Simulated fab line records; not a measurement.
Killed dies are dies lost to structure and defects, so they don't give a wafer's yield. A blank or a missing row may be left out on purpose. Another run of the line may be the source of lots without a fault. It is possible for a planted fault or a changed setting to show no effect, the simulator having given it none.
Code-filled problem report in 8D (eight disciplines) form || flow sky130 || the parts of the form that need people (team, actions taken, sign-off) are left out

1. WHAT IS WRONG
At SKY_METAL2_METAL_ETCH_19, bias_w averages 46.25 W over 6 wafers from 2 lots, while fault-free wafers read 48.48 W, standard deviation 0.14. That puts it -16 standard deviations away from the usual mean.
The step: etches the open film in Cl2/BCl3, stops on SiO2, target depth 360 nm, time 78 s.
Seen first at day 41 00:08 on rie_metal-02, wafer L283.1. The record holds 18 wafers of 6 lots with a number at this step. The rule behind "out" and "out of limits": a value lying over 4 standard deviations away from the usual mean. All remaining wafers that have a number are taken as sound.

2. WHAT IT IS, WHAT IT ISN'T
{"question": "which readings at this step", "is": "bias_w", "is not": "drypump_motor_current_A, oes_product_au, rf_fwd_power_W, throttle_valve_pct"}
{"question": "which lots", "is": "L283, L284", "is not": "L268, L269, L272, L274"}
{"question": "which wafers of those lots", "is": "all that have a number", "is not": "-"}
{"question": "read on which tools", "is": "rie_metal-02", "is not": "rie_metal-01, rie_metal-03"}
{"question": "when", "is": "from day 41 00:08", "is not": "up to then (12 sound wafers)"}

3. THE SUSPECTS, EACH WITH WHAT RULES IT OUT
Counting: a tool at a process step up to the reading stays a suspect if it ran every lot that is out and no sound lot after the first of them.
- rie_metal-02 at SKY_METAL2_DESCUM_17 (chemistry O2, time 8 s): kept. It processed each lot that is out, first L283 at day 41 00:02, and no sound lot thereafter; up to then, the last sound lot it processed was L272 at day 37 18:20.
- rie_metal-02 at SKY_METAL2_ETCH_18 (etches BARC in N2/H2, stops on SiO2, time 45.9 s, target depth 60 nm): kept. It processed each lot that is out, first L283 at day 41 00:04, and no sound lot thereafter; up to then, the last sound lot it processed was L272 at day 37 18:22.
- rie_metal-02 at SKY_METAL2_METAL_ETCH_19 (etches the open film in Cl2/BCl3, stops on SiO2, target depth 360 nm, time 78 s): kept. It processed each lot that is out, first L283 at day 41 00:08, and no sound lot thereafter; up to then, the last sound lot it processed was L272 at day 37 18:26. Its own readings are out on those wafers: bias_w.
Still standing after the count: rie_metal-02 at SKY_METAL2_DESCUM_17, rie_metal-02 at SKY_METAL2_ETCH_18, rie_metal-02 at SKY_METAL2_METAL_ETCH_19.

4. THE CAUSE (what the simulator had put in)
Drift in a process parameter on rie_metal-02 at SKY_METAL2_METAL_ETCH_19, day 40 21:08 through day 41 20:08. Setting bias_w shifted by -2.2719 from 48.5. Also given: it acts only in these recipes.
Counting leaves 3 suspects; this tool is one of them.

5. THE EFFECT CHAIN, in route order
Each row: a reading where the mean over the struck wafers with a number is more than 3 standard deviations away from the usual. Only readings for which the record gives a usual standard deviation are gone through. hours: the time from each lot's start at the first step in this table that gives one to its start at this step, as a median over the lots. sigmas: the change in usual standard deviations.
{"hours": 0, "step": "SKY_METAL2_METAL_ETCH_19", "reading": "bias_w", "usual": "48.48 W", "on struck wafers": 46.25, "change": -2.23, "sigmas": -16}
Here are the process steps it includes:
- SKY_METAL2_METAL_ETCH_19: etches the open film in Cl2/BCl3, stops on SiO2, target depth 360 nm, time 78 s.

6. HOW IT WOULD HAVE BEEN CAUGHT EARLIER
In this record the first reading out of limits was taken at day 41 00:08, 3 hours after the fault began at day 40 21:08.
